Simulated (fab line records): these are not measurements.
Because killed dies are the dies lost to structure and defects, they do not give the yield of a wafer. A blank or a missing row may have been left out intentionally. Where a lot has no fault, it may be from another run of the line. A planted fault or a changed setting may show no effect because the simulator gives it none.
A lot that was struck, set against a sound lot	flow gf180mcu	20 out of 602 route steps
Sound: these wafers, L949.1, L949.2, L949.6. Struck: wafer L966.3. (L966.4 of the same lot was not struck and is left out.) The cause comes at the end.
Order at every step that has rows: each side's tool, ch and its chambers, its first start. Under that, the readings that differ: sound wafers	struck wafers	difference of the means	sigmas: that difference in standard deviations of wafers without a fault.
alike: readings with means less than 2 such deviations apart, plus words and numbers identical on both sides. not compared: withheld readings, readings lacking a value on some wafer, bounds such as >300 that could conceal the same value, and numbers that have no deviation in the record and whose values overlap.
A row with sigmas, a row that says differs or no value, or rows on one side alone: a step with any of these is where the two part. When numbers do not overlap yet have no deviation, they are printed without sigmas and do not part them. A reading missing from all wafers of one side parts the sides only when that side holds two or more wafers.

first, 1 step without rows for these wafers: GF_V4_CVD_00 (deposits SiO2, target thk 600 nm, time 100 s).
GF_V4_THK_MEAS_01:
  sound: filmMetro-01 at day 23 17:10; struck: filmMetro-03 at day 29 16:04
  alike: V4_CVD_00_THK
GF_V4_CVD_02: deposits SiO2 from TEOS, target thk 850 nm, time 94.851 s.
  sound on pecvd-03 ch 0,1, day 23 17:14; struck on pecvd-04 ch 0, day 29 16:07
  alike: heaterPowerW
  not compared: sinceWetCleanH
GF_V4_THK_MEAS_03:
  sound: filmMetro-04 at day 23 17:18; struck: filmMetro-01 at day 29 16:12
reading	sound	struck	difference	sigmas
V4_CVD_02_THK (nm)	856 839 863	820	-33	-3
GF_V4_CMP_04: polishes SiO2.
  sound on cmp-01 ch 0,1,3, day 23 17:35; struck on cmp-02 ch 3, day 29 16:20
reading	sound	struck	difference	sigmas
timeToEndpointS (s)	88 78 88	71	-14	-3
  alike: motorCurrentA
GF_V4_BOW_MEAS_05:
  sound: filmMetro-03 at day 23 17:50; struck: filmMetro-04 at day 29 16:35
  alike: V4_BOW
then, 6 steps without rows for these wafers: GF_V4_DEHYDRATE_06 (time 60 s); GF_V4_HMDS_07 (prime time 60 s); GF_V4_COAT_08; GF_V4_COAT_09 (resist thk 1000 nm); GF_V4_SOFTBAKE_10 (time 60 s); GF_V4_EXPOSE_11 (exposes mask Via4, target cd 260 nm).
GF_V4_PEB_12: peb time 90 s.
  sound on lithoTrack-01 ch 0, day 24 15:21; struck on lithoTrack-03 ch 0, day 30 10:25
reading	sound	struck	difference	sigmas
heaterPowerTotalW (W)	85.64 85.78 85.83	91.17	+5.42	+65
  alike: chillPlateTempC, resistLineTempC
then, 1 step without rows for these wafers: GF_V4_DEVELOP_13 (develop time 60 s).
GF_V4_CD_MEAS_14: the cd target is 260 nm.
  sound: cdSem-02 at day 24 15:42; struck: cdSem-02 at day 30 10:45
  alike: cdNm
GF_V4_OVL_MEAS_15:
  sound: overlay-02 at day 24 15:49; struck: overlay-01 at day 30 10:50
reading	sound	struck	difference	sigmas
V4_OVL (nm)	-1 -5 -2	11	+14	+3
GF_V4_ETCH_16: etches BARC in N2/H2.
  sound on rieDiel-04 ch 0,1,3, day 24 15:51; struck on rieDiel-04 ch 0, day 30 10:52
reading	sound	struck	difference	sigmas
model.V4.cdNm (nm)	257.9 258.9 258.7	256.2	-2.3	
  alike: drypumpMotorCurrentA, oesProductAu, throttleValvePct
GF_V4_ETCH_17: etches SiO2 in C4F8/O2/Ar, stops on TiN, target depth 630 nm.
  sound: rieDiel-04 ch 0,1,3; struck: rieDiel-04 ch 0
reading	sound	struck	difference	sigmas
model.V4.cdNm (nm)	258.1 258.8 258.9	256.2	-2.4	
  alike: oesProductAu
GF_V4_STRIP_18: strips in O2/N2.
  sound on plasmaAsher-03 ch 0,1, day 24 15:59; struck on plasmaAsher-03 ch 0, day 30 11:01
  alike: drypumpMotorCurrentA, heaterPowerW, oesProductAu, platenTempC
  not compared: rfHoursCounterH
-- the record jumps here: 4 days lie between the struck wafers' starts before and after (it left off in module V4 and takes up again in module PASSIVATION, whose first step shown is number 602 of the route) --
GF_PASSIVATION_PROBE_99:
  the record has rows for the struck wafers here (prober-01, day 34 05:50) and none for the sound ones

WHERE THEY PART
First at GF_V4_THK_MEAS_03; last, within this record, at GF_PASSIVATION_PROBE_99.

WHY: what had been put in by the simulator
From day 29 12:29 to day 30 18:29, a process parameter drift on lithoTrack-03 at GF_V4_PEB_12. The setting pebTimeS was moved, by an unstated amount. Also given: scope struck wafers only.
